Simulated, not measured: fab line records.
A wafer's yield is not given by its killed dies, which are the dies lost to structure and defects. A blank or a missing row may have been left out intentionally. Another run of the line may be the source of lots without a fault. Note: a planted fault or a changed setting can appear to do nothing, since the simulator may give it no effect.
Chamber matching -- flow sky130 -- cmp-02 running SKY_VIA1_CMP_02: 4 sister chambers
The step polishes SiO2. 4 wafers are shown with their chamber, then 10 later ones without.

== WAFERS, EACH WITH ITS CHAMBER ==
wafer,chamber,motor-current-A (A)
L927.4,0,13.5
L930.3,2,12.1
L934.3,1,12.2
L934.4,3,13.4

== WAFERS WITHOUT THEIR CHAMBER ==
wafer,motor-current-A (A)
L934.6,12.7
L938.4,12.6
L938.5,13.5
L938.6,12.3
L942.3,12.4
L942.5,12.2
L942.6,13.2
L945.1,13.0
L945.2,12.3
L945.4,13.7

== THE CHAMBER EACH PASSED THROUGH ==
wafer,from the rows above,in truth
L934.6,can't be placed: 1 or 2 or 3 or 0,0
L938.4,can't be placed: 1 or 2 or 3 or 0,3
L938.5,can't be placed: 0 or 3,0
L938.6,can't be placed: 1 or 2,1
L942.3,can't be placed: 1 or 2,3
L942.5,can't be placed: 1 or 2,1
L942.6,can't be placed: 3 or 0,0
L945.1,can't be placed: 3 or 0 or 1 or 2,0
L945.2,can't be placed: 1 or 2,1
L945.4,can't be placed: 0 or 3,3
0 of 10 placed correctly. These rows do not allow placing 10 (true chamber among the candidates in 9). 0 placed wrongly.
How it was worked out, from the rows above alone: a wafer's distance from a chamber is the root of the sum, over the readings, of the square of ((its reading less the chamber's mean) divided by the reading's scatter). If the next closest chamber is less than 2 further off than the closest, the wafer can't be placed; otherwise it belongs to the closest. A chamber's mean is the mean of its shown wafers. The scatter (one wafer shown for each chamber): square how far every hidden wafer sits from the nearest shown wafer, average those squares and take the square root.
